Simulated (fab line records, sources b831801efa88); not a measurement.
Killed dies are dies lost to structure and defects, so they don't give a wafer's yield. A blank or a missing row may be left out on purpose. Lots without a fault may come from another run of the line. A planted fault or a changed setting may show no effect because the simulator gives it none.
Which tool did it? | flow gf180mcu | 13 lots, 39 wafers sampled, at 2 steps of a route of 602

WHAT THE GAUGES READ, wafer by wafer
GF_PSD_CD_MEAS_07: target cd 400 nm. Usual: cd_nm 400.2 nm, standard deviation 2.6.
lot  | measured     | on        | cd_nm (nm)        | flag
L704 | day 14 18:38 | cd_sem-02 | 402.1 402.1 403.9 |
L705 | day 15 06:51 | cd_sem-02 | 395.3 395.0 396.2 |
L708 | day 16 08:17 | cd_sem-02 | 397.0 398.3 395.9 |
L709 | day 16 12:59 | cd_sem-02 | 402.0 400.9 399.2 |
L714 | day 18 13:53 | cd_sem-02 | 404.4 405.0 403.6 |
L715 | day 18 22:15 | cd_sem-02 | 400.6 402.7 403.2 |
L716 | day 19 03:01 | cd_sem-02 | 394.2 395.5 395.5 |
L718 | day 20 00:47 | cd_sem-01 | 401.0 400.3 402.3 |
L719 | day 20 04:26 | cd_sem-01 | 401.0 402.3 401.0 |
L720 | day 20 12:11 | cd_sem-01 | 401.2 400.7 398.2 |
L722 | day 21 03:21 | cd_sem-01 | 396.7 397.2 399.0 |
L723 | day 21 12:50 | cd_sem-01 | 401.2 402.3 401.1 |
L724 | day 21 20:33 | cd_sem-02 | 399.5 401.2 402.5 |

GF_PSD_RS_MEAS_15: measures by four-point-probe. Usual: PSD_RS 108.5 ohm/sq, standard deviation 0.32.
lot  | measured     | on            | PSD_RS (ohm/sq)   | flag
L704 | day 14 19:22 | film_metro-01 | 108.2 108.3 108.0 |
L705 | day 15 07:36 | film_metro-03 | 108.6 108.2 108.8 |
L708 | day 16 09:01 | film_metro-04 | 109.0 108.5 108.9 |
L709 | day 16 13:43 | film_metro-03 | 108.0 108.1 107.9 |
L714 | day 18 14:36 | film_metro-03 | 108.5 108.4 108.2 |
L715 | day 18 22:58 | film_metro-01 | 108.3 108.2 108.4 |
L716 | day 19 03:44 | film_metro-03 | 108.4 108.5 108.9 |
L718 | day 20 01:30 | film_metro-04 | 107.9 108.5 108.4 |
L719 | day 20 05:10 | film_metro-03 | 107.9 108.8 108.6 |
L720 | day 20 12:54 | film_metro-01 | 108.6 108.9 108.8 |
L722 | day 21 04:04 | film_metro-03 | 108.1 108.3 108.1 |
L723 | day 21 13:33 | film_metro-04 | 108.6 108.1 108.3 |
L724 | day 21 21:16 | film_metro-03 | 108.1 108.4 107.8 |

WHICH TOOL RAN EACH LOT (tool, then ch and the chambers of the sampled wafers, then the start)
The record holds no process step before these readings.

WHAT THE TOOLS THEMSELVES READ (means of the sampled wafers that have a number; where no wafer has one, the mark that the record gives instead)
The record holds no such reading with a usual standard deviation.

THE ANSWER, worked out from the rows above alone
Rule: a lot is off if the mean of its wafers that have a number lies more than 3 standard deviations from the usual mean. A lot without any number at a reading at which 4 lots or more have one is off too. The other lots that the step has rows for count as sound. The gauges are gone through in route order, then the tools' own readings, and for those a lot's mean is taken as printed above. The first step at which some lot is off is used, and at that step the reading that is off furthest; a lot without a number counts as furthest.
No lot is off at any reading shown: from this, nothing can be told.

WHAT THE SIMULATOR HAD PUT IN
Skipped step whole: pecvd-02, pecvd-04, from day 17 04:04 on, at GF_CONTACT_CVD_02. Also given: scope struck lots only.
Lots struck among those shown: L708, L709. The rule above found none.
